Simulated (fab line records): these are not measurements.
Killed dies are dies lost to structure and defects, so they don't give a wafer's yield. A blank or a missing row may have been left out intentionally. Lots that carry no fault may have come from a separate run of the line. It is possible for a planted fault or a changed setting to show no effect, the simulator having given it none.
Check for tools in common | flow gf180mcu | Lots sampled 12, wafers sampled 45

REASON FOR OPENING
At GF_V1_OVL_MEAS_15 the reading V1_OVL is flagged on 3 of 12 lots. Wafers without a fault read -3 nm, standard deviation 5.4.
Rule: a lot is flagged when every wafer of it that has a number lies more than 4 standard deviations from that mean, or none has a number. As for the other lots, they are considered sound.

lot  | measured     | on         | V1_OVL (nm), wafer by wafer | flag
L808 | day 18 09:52 | overlay-02 | -10 -7 -9                   |
L810 | day 19 07:00 | overlay-01 | 2 0 -1                      |
L811 | day 19 07:31 | overlay-02 | -14 -14 -11                 |
L812 | day 19 18:14 | overlay-02 | 42 46 44 44 50 47           | FLAGGED
L813 | day 20 06:35 | overlay-02 | -10 -5 -6                   |
L814 | day 20 11:44 | overlay-02 | 46 45 51 49 49 56           | FLAGGED
L816 | day 21 06:20 | overlay-01 | -6 -5 -7                    |
L818 | day 21 19:16 | overlay-02 | 37 33 36 42 35 38           | FLAGGED
L821 | day 23 06:40 | overlay-02 | -2 -5 1                     |
L822 | day 23 10:10 | overlay-02 | -6 -4 -2                    |
L824 | day 24 05:53 | overlay-01 | -4 -5 -5                    |
L827 | day 24 21:50 | overlay-02 | -2 -2 -1                    |
On average the flagged lots' numbers are 44 nm, which is +47 nm against the usual, or +9 standard deviations.

TOOL THAT RAN EACH LOT
The record holds 4 process steps before the reading, out of a route of 602 steps. Each cell gives the tool, then ch followed by the chambers the sampled wafers passed through, then the start.
lot  | flag    | GF_CONTACT_CVD_02               | GF_CONTACT_CMP_04             | GF_M1_SPUTTER_01             | GF_V1_EXPOSE_11
L808 |         | pecvd-01 ch 1,2, day 15 09:04   | cmp-02 ch 2,3, day 15 09:14   | pvd sputter-04, day 16 09:29 | krf scanner-02 ch 0, day 17 21:58
L810 |         | pecvd-02 ch 1,2, day 16 05:52   | cmp-01 ch 0,2,3, day 16 06:02 | pvd sputter-04, day 17 06:32 | krf scanner-02 ch 0, day 18 19:04
L811 |         | pecvd-03 ch 1,2, day 16 06:16   | cmp-01 ch 2,3, day 16 06:24   | pvd sputter-02, day 17 06:52 | krf scanner-02 ch 0, day 18 19:32
L812 | FLAGGED | pecvd-01 ch 0,2, day 16 14:50   | cmp-01 ch 0,3, day 16 14:58   | pvd sputter-04, day 17 15:25 | krf scanner-02 ch 0, day 19 05:59
L813 |         | pecvd-02 ch 0,1, day 17 03:46   | cmp-02 ch 0,2,3, day 17 03:59 | pvd sputter-01, day 18 05:16 | krf scanner-01 ch 0, day 19 19:01
L814 | FLAGGED | pecvd-02 ch 0,1, day 17 08:47   | cmp-01 ch 1,2,3, day 17 08:55 | pvd sputter-01, day 18 09:46 | krf scanner-02 ch 0, day 20 00:05
L816 |         | pecvd-01 ch 0,1,2, day 18 02:13 | cmp-01 ch 1,2, day 18 02:20   | pvd sputter-04, day 19 04:47 | krf scanner-01 ch 0, day 20 18:04
L818 | FLAGGED | pecvd-01 ch 0,1, day 18 16:18   | cmp-02 ch 0,1, day 18 16:29   | pvd sputter-04, day 19 18:35 | krf scanner-02 ch 0, day 21 07:58
L821 |         | pecvd-02 ch 1,2, day 20 00:07   | cmp-02 ch 1,2,3, day 20 00:17 | pvd sputter-01, day 21 01:20 | krf scanner-01 ch 0, day 22 13:50
L822 |         | pecvd-02 ch 0,2, day 20 07:23   | cmp-01 ch 0,1,2, day 20 07:40 | pvd sputter-01, day 21 08:59 | krf scanner-01 ch 0, day 22 22:14
L824 |         | pecvd-02 ch 0,1,2, day 21 01:58 | cmp-02 ch 0,1, day 21 02:06   | pvd sputter-02, day 22 03:09 | krf scanner-01 ch 0, day 23 18:16
L827 |         | pecvd-02 ch 0,2, day 21 21:49   | cmp-02 ch 0,3, day 21 21:56   | pvd sputter-01, day 22 22:52 | krf scanner-01 ch 0, day 24 11:08
What is done by these steps:
- GF_CONTACT_CVD_02: deposits SiO2 from TEOS, target thk 860 nm, time 95.992 s.
- GF_CONTACT_CMP_04: polishes SiO2.
- GF_M1_SPUTTER_01: material TiN, target thk 30 nm, time 25 s.
- GF_V1_EXPOSE_11: exposes mask Via1, target cd 260 nm.
- GF_V1_OVL_MEAS_15

FLAGGED OVER TOTAL, TOOL BY TOOL (the gauges that took the reading come last)
step              | tool           | lots run | flagged | share of the flagged lots | sound lots run after its first flagged lot
GF_CONTACT_CVD_02 | pecvd-01       | 4        | 2       | some                      | 1 (L816)
GF_CONTACT_CVD_02 | pecvd-02       | 7        | 1       | some                      | 4 (L821,L822,L824,L827)
GF_CONTACT_CVD_02 | pecvd-03       | 1        | 0       | none                      | -
GF_CONTACT_CMP_04 | cmp-01         | 6        | 2       | some                      | 2 (L816,L822)
GF_CONTACT_CMP_04 | cmp-02         | 6        | 1       | some                      | 3 (L821,L824,L827)
GF_M1_SPUTTER_01  | pvd sputter-01 | 5        | 1       | some                      | 3 (L821,L822,L827)
GF_M1_SPUTTER_01  | pvd sputter-02 | 2        | 0       | none                      | -
GF_M1_SPUTTER_01  | pvd sputter-04 | 5        | 2       | some                      | 1 (L816)
GF_V1_EXPOSE_11   | krf scanner-01 | 6        | 0       | none                      | -
GF_V1_EXPOSE_11   | krf scanner-02 | 6        | 3       | all                       | 0
GF_V1_OVL_MEAS_15 | overlay-01     | 3        | 0       | none                      | -
GF_V1_OVL_MEAS_15 | overlay-02     | 9        | 3       | all                       | 4 (L813,L821,L822,L827)

WHAT THE TABLE PERMITS
Table rows that saw every flagged lot: 2, namely krf scanner-02 at GF_V1_EXPOSE_11 and overlay-02 at GF_V1_OVL_MEAS_15.
- krf scanner-02 at GF_V1_EXPOSE_11 ran 6 lots, 3 of them flagged. A fault beginning between L811 (day 18 19:32), its last sound lot, and L812 (day 19 05:59), its first flagged one, fits the data.
- overlay-02 at GF_V1_OVL_MEAS_15 ran 9 lots, 3 of them flagged. Sound lots followed the first flagged one (L813, L821, L822, L827) on it, something a lasting fault affecting the whole tool could not allow.
What remains is a single tool, krf scanner-02 at GF_V1_EXPOSE_11.

WHAT THE SIMULATOR PUT IN
Scanner matching overlay: krf scanner-02, from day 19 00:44 on, at GF_V1_EXPOSE_11. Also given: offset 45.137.
Struck lots among those shown: L812, L814, L818. This agrees with what the rule above found.
